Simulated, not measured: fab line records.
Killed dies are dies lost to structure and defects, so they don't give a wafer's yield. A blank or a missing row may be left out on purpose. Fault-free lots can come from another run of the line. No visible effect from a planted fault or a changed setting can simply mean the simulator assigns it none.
Which of the tools did it? || flow gf180mcu || Sampling: 7 lots, 21 wafers, 2 of 602 route steps

WHAT THE GAUGES SHOWED, per wafer
GF_M1_THK_MEAS_06: measures by xrf.
{"lot": "L389", "measured": "day 16 00:07", "on": "film-metro-01", "M1_ALCU_THK (nm)": "462 458 456"}
{"lot": "L402", "measured": "day 21 15:58", "on": "film-metro-03", "M1_ALCU_THK (nm)": "452 451 449"}
{"lot": "L406", "measured": "day 23 01:43", "on": "film-metro-01", "M1_ALCU_THK (nm)": "443 441 442"}
{"lot": "L410", "measured": "day 23 22:49", "on": "film-metro-03", "M1_ALCU_THK (nm)": "456 457 464"}
{"lot": "L411", "measured": "day 24 14:57", "on": "film-metro-01", "M1_ALCU_THK (nm)": "459 455 463"}

TOOL THAT RAN EACH LOT (tool first, then ch and the chambers of the sampled wafers, then the start)
{"lot": "L389", "GF_VT_IMPLANT_STRIP_42": "plasma-asher-02 ch 0,1, day 7 11:33"}
{"lot": "L393", "GF_VT_IMPLANT_STRIP_42": "plasma-asher-02 ch 0,1, day 8 15:30"}
{"lot": "L395", "GF_VT_IMPLANT_STRIP_42": "plasma-asher-03 ch 0,1, day 9 07:15"}
{"lot": "L402", "GF_VT_IMPLANT_STRIP_42": "plasma-asher-02 ch 1, day 11 17:03"}
{"lot": "L406", "GF_VT_IMPLANT_STRIP_42": "plasma-asher-04 ch 0,1, day 13 00:22"}
{"lot": "L410", "GF_VT_IMPLANT_STRIP_42": "plasma-asher-02 ch 0,1, day 13 15:33"}
{"lot": "L411", "GF_VT_IMPLANT_STRIP_42": "plasma-asher-03 ch 0,1, day 14 08:39"}
- GF_VT_IMPLANT_STRIP_42: strips in O2/N2.

THE ANSWER, worked out from the rows above alone
Rule: the lots themselves supply what counts as usual. Put in order of their means at a reading, lots are off if they are a third of the lots or fewer, leave a main group of 4 or more, and stand apart from it by a gap of 3 or more times the standard deviation of the main group's means; of several such gaps the widest counts. The tables above print the reading to a certain number of digits; a main group whose means all agree to those digits is not used. A lot without any number at a reading at which 4 lots or more have one is off too. All remaining lots with rows at the step are treated as sound.
None of the lots is off at any reading shown; this tells nothing.

WHAT WAS PUT IN BY THE SIMULATOR
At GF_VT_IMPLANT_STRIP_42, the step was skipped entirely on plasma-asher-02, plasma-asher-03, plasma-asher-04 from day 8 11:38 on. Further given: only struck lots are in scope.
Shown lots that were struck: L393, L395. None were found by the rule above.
